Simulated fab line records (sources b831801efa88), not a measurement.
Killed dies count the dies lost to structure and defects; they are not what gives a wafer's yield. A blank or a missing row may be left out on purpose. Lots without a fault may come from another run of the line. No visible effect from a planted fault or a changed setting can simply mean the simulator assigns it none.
Which tool is to blame?    flow sky130    42 wafers from 14 lots sampled at 3 of the route's 708 steps

## WHAT THE GAUGES READ, wafer by wafer
SKY_POLY_GATE_OVL_MEAS_14. Usual: POLY_GATE_OVL typically reads 3 nm, with standard deviation 4.9.
lot   measured      on          POLY_GATE_OVL (nm)  flag
L691  day 16 19:22  overlay-02  10 7 -1             
L692  day 17 02:19  overlay-02  2 0 2               
L693  day 17 06:53  overlay-01  13 15 13            
L697  day 19 05:29  overlay-01  6 5 7               
L698  day 19 12:47  overlay-02  -5 -2 -3            
L704  day 21 16:47  overlay-01  -5 -6 -1            
L706  day 22 10:08  overlay-01  1 3 2               
L707  day 23 04:59  overlay-02  0 4 2               
L708  day 23 05:20  overlay-02  7 6 6               
L709  day 23 10:10  overlay-01  -3 2 -2             
L710  day 24 14:53  overlay-02  6 12 10             
L713  day 25 07:26  overlay-02  7 5 5               
L712  day 25 09:02  overlay-02  11 5 7              
L711  day 25 09:07  overlay-01  9 9 8               

SKY_POLY_GATE_THK_MEAS_21. Usual: POLY_GATE_OXIDATION_THK typically reads 3.98 nm, with standard deviation 0.075.
lot   measured      on             POLY_GATE_OXIDATION_THK (nm)  flag
L691  day 17 00:46  film-metro-04  4.02 3.96 4.04                
L692  day 17 06:06  film-metro-02  3.90 3.96 3.85                
L693  day 17 10:15  film-metro-02  3.85 3.87 3.94                
L697  day 19 07:10  film-metro-02  3.99 4.03 4.03                
L698  day 19 14:28  film-metro-02  4.01 3.93 3.94                
L704  day 21 19:14  film-metro-01  3.89 4.02 3.95                
L706  day 22 11:49  film-metro-04  4.09 4.02 4.00                
L707  day 23 06:40  film-metro-02  3.85 3.94 3.94                
L708  day 23 07:00  film-metro-04  4.14 3.99 4.00                
L709  day 23 11:50  film-metro-04  3.87 3.93 3.84                
L710  day 24 16:34  film-metro-02  4.02 4.05 4.10                
L713  day 25 09:07  film-metro-04  4.06 4.10 4.06                
L712  day 25 10:42  film-metro-04  3.97 4.04 4.01                
L711  day 25 10:48  film-metro-02  3.95 3.92 3.92                

SKY_LDD_N_OVL_MEAS_07. Usual: LDD_N_OVL typically reads 0.1 nm, with standard deviation 1.3.
lot   measured      on          LDD_N_OVL (nm)  flag
L691  day 18 06:14  overlay-01  0.4 -0.1 0.0    
L692  day 18 11:07  overlay-02  0.4 0.9 0.4     
L693  day 18 16:07  overlay-01  -2.6 -2.0 -1.9  
L697  day 20 15:01  overlay-01  0.7 1.0 1.2     
L698  day 20 21:44  overlay-01  0.0 0.1 0.2     
L704  day 23 01:34  overlay-01  1.0 -0.4 -1.1   
L706  day 23 18:19  overlay-02  1.3 2.0 3.5     
L707  day 24 12:34  overlay-02  -0.3 -2.5 -0.1  
L708  day 24 12:51  overlay-02  0.4 1.8 -0.8    
L709  day 24 17:29  overlay-01  -0.7 -1.7 -1.2  
L710  day 25 22:19  overlay-02  -1.7 0.6 -0.6   
L713  day 26 14:11  overlay-01  -0.9 -1.0 -0.3  
L712  day 26 15:59  overlay-02  -0.1 1.7 1.1    
L711  day 26 16:17  overlay-01  0.6 1.0 0.8     

## WHAT TOOL EACH LOT RAN ON (gives the tool, then ch and the chambers of the sampled wafers, and finally the start)
There is no process step in the record ahead of these readings.

## WHAT THE TOOLS THEMSELVES READ (means of the sampled wafers that have a number; where no wafer has one, the mark that the record gives instead)
The record holds no such reading with a usual standard deviation.

## THE ANSWER, worked out from the rows above alone
Rule: take the mean of a lot's wafers that have a number; if it is more than 3 standard deviations from the usual mean, the lot is off. Also off: a lot with no number at a reading for which 4 or more lots have one. The other lots that the step has rows for count as sound. First the gauges in route order, then the tools' own readings, where a lot's mean is used as printed above. The first step at which some lot is off is used, and at that step the reading that is off furthest; a lot without a number counts as furthest.
Nothing can be told from this: no lot is off at any reading shown.

## WHAT THE SIMULATOR HAD INSERTED
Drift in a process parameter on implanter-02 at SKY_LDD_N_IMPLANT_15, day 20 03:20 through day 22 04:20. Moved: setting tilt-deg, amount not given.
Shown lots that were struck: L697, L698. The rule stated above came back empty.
